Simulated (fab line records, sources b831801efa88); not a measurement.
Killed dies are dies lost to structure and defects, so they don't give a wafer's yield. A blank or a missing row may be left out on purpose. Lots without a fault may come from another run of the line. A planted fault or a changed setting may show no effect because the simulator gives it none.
One fault seen from 2 desks | flow sky130 | each desk has only its own numbers; what lay behind them comes last

THE METROLOGY DESK
What the gauges read, lot by lot, whatever tool the lot ran on: means of the sampled wafers that have a number. A lot is out of limits, marked OUT, if its mean lies more than 4 standard deviations from the usual mean; the brackets give that distance.
Columns: A = VT_ADJUST_LVTN_OVL at SKY_VT_ADJUST_LVTN_OVL_MEAS_07, usual 1.3 nm; B = SONOS_ONO_CVD_04_THK at SKY_SONOS_ONO_THK_MEAS_05, usual 5.66 nm
lot  | first seen here | A    | B
L177 | day 7 00:54     | 0.4  | 5.64
L178 | day 7 06:04     | -0.2 | 5.68
L179 | day 8 14:38     | 1.9  | 5.72
L181 | day 8 22:06     | 2.3  | 5.71
L180 | day 8 23:26     | 2.1  | 5.60
L185 | day 9 16:29     | 0.7  | 5.68
L188 | day 10 07:39    | 1.7  | 5.49
L187 | day 10 08:46    | 3.5  | 5.68
L190 | day 10 17:58    | -0.2 | 5.63
L191 | day 11 04:12    | 2.3  | 5.61
L192 | day 11 05:40    | -0.9 | 5.68
L195 | day 11 21:21    | 2.7  | 5.68
L198 | day 12 22:06    | 1.7  | 5.93
L199 | day 13 03:25    | -0.1 | 5.80
This desk's finding: nothing out of limits on any of the 14 lots.

THE TOOL OWNER'S DESK: litho_track-03
The tool's own readings at SKY_SONOS_TUNNEL_COAT_02 (resist thk 1140 nm): means of the sampled wafers that have a number, for each lot that ran on this tool. A lot is out of limits, marked OUT, if its mean lies more than 4 standard deviations from the usual mean; the brackets give that distance.
Columns: A = spin_speed_rpm at SKY_SONOS_TUNNEL_COAT_02, usual 2999.8 rpm
lot  | first seen here | A
L179 | day 12 21:16    | 2998.9
L181 | day 13 07:32    | 3001.4
L185 | day 14 05:43    | 3005.3
L188 | day 14 21:58    | 2999.6
L190 | day 15 10:07    | 3124.0 (+52) OUT
L191 | day 15 23:07    | 3118.9 (+50) OUT
L192 | day 16 00:40    | 3123.6 (+52) OUT
This desk's finding: out of limits on L190, L191, L192; first on L190, day 15 10:07 (spin_speed_rpm at SKY_SONOS_TUNNEL_COAT_02). In limits: L179, L181, L185, L188.

PUT TOGETHER
The tool owner's desk could have raised an alarm at day 15 10:07, on L190, L191, L192.
The metrology desk saw nothing out of limits.
The metrology desk has L190, L191, L192 on record, within its limits.
Of the lots named, all ran SKY_SONOS_TUNNEL_COAT_02 on litho_track-03.

WHAT THE SIMULATOR HAD PUT IN
Process parameter drift: litho_track-03, from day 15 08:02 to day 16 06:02, at SKY_SONOS_TUNNEL_COAT_02. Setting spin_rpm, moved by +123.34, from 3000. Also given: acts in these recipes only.
Lots struck among those shown: L190, L191, L192.
Hours from the fault's start to each desk's first reading out of limits: the tool owner's desk, 2.
